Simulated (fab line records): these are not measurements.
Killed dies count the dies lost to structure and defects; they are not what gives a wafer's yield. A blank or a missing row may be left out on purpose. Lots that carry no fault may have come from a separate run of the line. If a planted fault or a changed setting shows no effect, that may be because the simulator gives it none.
What tool caused it? :: flow sky130 :: 36 wafers from 12 lots sampled at 2 of the route's 708 steps

## WHAT THE GAUGES SHOWED, per wafer
SKY_LI_CONTACT_OVL_MEAS_13.
lot: L268
measured: day 29 01:50
on: overlay-02
LI_CONTACT_OVL (nm): 5 1 4

lot: L270
measured: day 29 17:32
on: overlay-02
LI_CONTACT_OVL (nm): -4 -7 -1

lot: L271
measured: day 29 21:23
on: overlay-01
LI_CONTACT_OVL (nm): 3 4 3

lot: L273
measured: day 31 23:23
on: overlay-02
LI_CONTACT_OVL (nm): -11 -6 -4

lot: L276
measured: day 32 09:41
on: overlay-01
LI_CONTACT_OVL (nm): 1 -1 -5

lot: L275
measured: day 32 17:38
on: overlay-02
LI_CONTACT_OVL (nm): -2 -7 -3

lot: L282
measured: day 34 00:50
on: overlay-02
LI_CONTACT_OVL (nm): -12 -5 -3

lot: L286
measured: day 35 05:41
on: overlay-02
LI_CONTACT_OVL (nm): -6 -4 1

lot: L288
measured: day 35 15:40
on: overlay-01
LI_CONTACT_OVL (nm): -2 -2 2

lot: L289
measured: day 35 23:14
on: overlay-01
LI_CONTACT_OVL (nm): -5 -5 0

lot: L290
measured: day 36 06:56
on: overlay-01
LI_CONTACT_OVL (nm): 0 -5 0

lot: L291
measured: day 36 11:16
on: overlay-02
LI_CONTACT_OVL (nm): -6 -4 -3

## EACH LOT AND THE TOOL THAT RAN IT (in order: tool; ch and the chambers of the sampled wafers; start)
lot: L268
SKY_RES_XHIGH_STRIP_08: plasma-asher-02 ch 0,1, day 26 14:53

lot: L270
SKY_RES_XHIGH_STRIP_08: plasma-asher-03 ch 0,1, day 27 06:35

lot: L271
SKY_RES_XHIGH_STRIP_08: plasma-asher-03 ch 0,1, day 27 11:11

lot: L273
SKY_RES_XHIGH_STRIP_08: plasma-asher-02 ch 0,1, day 29 14:25

lot: L276
SKY_RES_XHIGH_STRIP_08: plasma-asher-02 ch 0,1, day 30 01:53

lot: L275
SKY_RES_XHIGH_STRIP_08: plasma-asher-01 ch 0,1, day 30 08:25

lot: L282
SKY_RES_XHIGH_STRIP_08: plasma-asher-02 ch 0,1, day 31 17:23

lot: L286
SKY_RES_XHIGH_STRIP_08: plasma-asher-01 ch 0,1, day 32 22:20

lot: L288
SKY_RES_XHIGH_STRIP_08: plasma-asher-01 ch 0,1, day 33 08:47

lot: L289
SKY_RES_XHIGH_STRIP_08: plasma-asher-01 ch 0,1, day 33 16:22

lot: L290
SKY_RES_XHIGH_STRIP_08: plasma-asher-02 ch 1, day 34 00:37

lot: L291
SKY_RES_XHIGH_STRIP_08: plasma-asher-02 ch 0,1, day 34 04:41
- SKY_RES_XHIGH_STRIP_08: strips in O2/N2.

## WHAT THE TOOLS THEMSELVES READ (means of the sampled wafers that have a number; where no wafer has one, the mark that the record gives instead)
SKY_RES_XHIGH_STRIP_08.
lot: L268
tool: plasma-asher-02
drypump-motor-current-A (A): 5.8
oes-product-au (a.u.): 0.711
strip-time-to-endpoint-s (s): 14.24

lot: L270
tool: plasma-asher-03
drypump-motor-current-A (A): 5.7
oes-product-au (a.u.): 0.711
strip-time-to-endpoint-s (s): 14.31

lot: L271
tool: plasma-asher-03
drypump-motor-current-A (A): 5.7
oes-product-au (a.u.): 0.711
strip-time-to-endpoint-s (s): 14.26

lot: L273
tool: plasma-asher-02
drypump-motor-current-A (A): 5.8
oes-product-au (a.u.): 0.714
strip-time-to-endpoint-s (s): 14.28

lot: L276
tool: plasma-asher-02
drypump-motor-current-A (A): 5.9
oes-product-au (a.u.): 0.712
strip-time-to-endpoint-s (s): 14.29

lot: L275
tool: plasma-asher-01
drypump-motor-current-A (A): 5.8
oes-product-au (a.u.): 0.710
strip-time-to-endpoint-s (s): 14.30

lot: L282
tool: plasma-asher-02
drypump-motor-current-A (A): 5.9
oes-product-au (a.u.): 0.714
strip-time-to-endpoint-s (s): 14.24

lot: L286
tool: plasma-asher-01
drypump-motor-current-A (A): 5.7
oes-product-au (a.u.): 0.711
strip-time-to-endpoint-s (s): 14.27

lot: L288
tool: plasma-asher-01
drypump-motor-current-A (A): 5.7
oes-product-au (a.u.): 0.713
strip-time-to-endpoint-s (s): 14.26

lot: L289
tool: plasma-asher-01
drypump-motor-current-A (A): 5.7
oes-product-au (a.u.): 0.715
strip-time-to-endpoint-s (s): 14.27

lot: L290
tool: plasma-asher-02
drypump-motor-current-A (A): 5.9
oes-product-au (a.u.): 0.711
strip-time-to-endpoint-s (s): 14.24

lot: L291
tool: plasma-asher-02
drypump-motor-current-A (A): 5.8
oes-product-au (a.u.): 0.711
strip-time-to-endpoint-s (s): 14.33

## THE ANSWER, worked out from the rows above alone
Rule: usual is defined by the lots themselves. Put in order of their means at a reading, lots are off if they are a third of the lots or fewer, leave a main group of 4 or more, and stand apart from it by a gap of 3 or more times the standard deviation of the main group's means; of several such gaps the widest counts. If all means in a main group match to the digits the tables above print for the reading, that group is not used. Also off: a lot with no number at a reading for which 4 or more lots have one. The other lots that the step has rows for count as sound. Order of review: gauges by route order, followed by the tools' own readings, for which a lot's mean as printed above is used. At the first step where some lot is off, the reading lying furthest off is the one used; lots without a number count as furthest.
No lot is off on any of the readings shown, so nothing can be concluded from this.

## WHAT HAD BEEN PUT IN BY THE SIMULATOR
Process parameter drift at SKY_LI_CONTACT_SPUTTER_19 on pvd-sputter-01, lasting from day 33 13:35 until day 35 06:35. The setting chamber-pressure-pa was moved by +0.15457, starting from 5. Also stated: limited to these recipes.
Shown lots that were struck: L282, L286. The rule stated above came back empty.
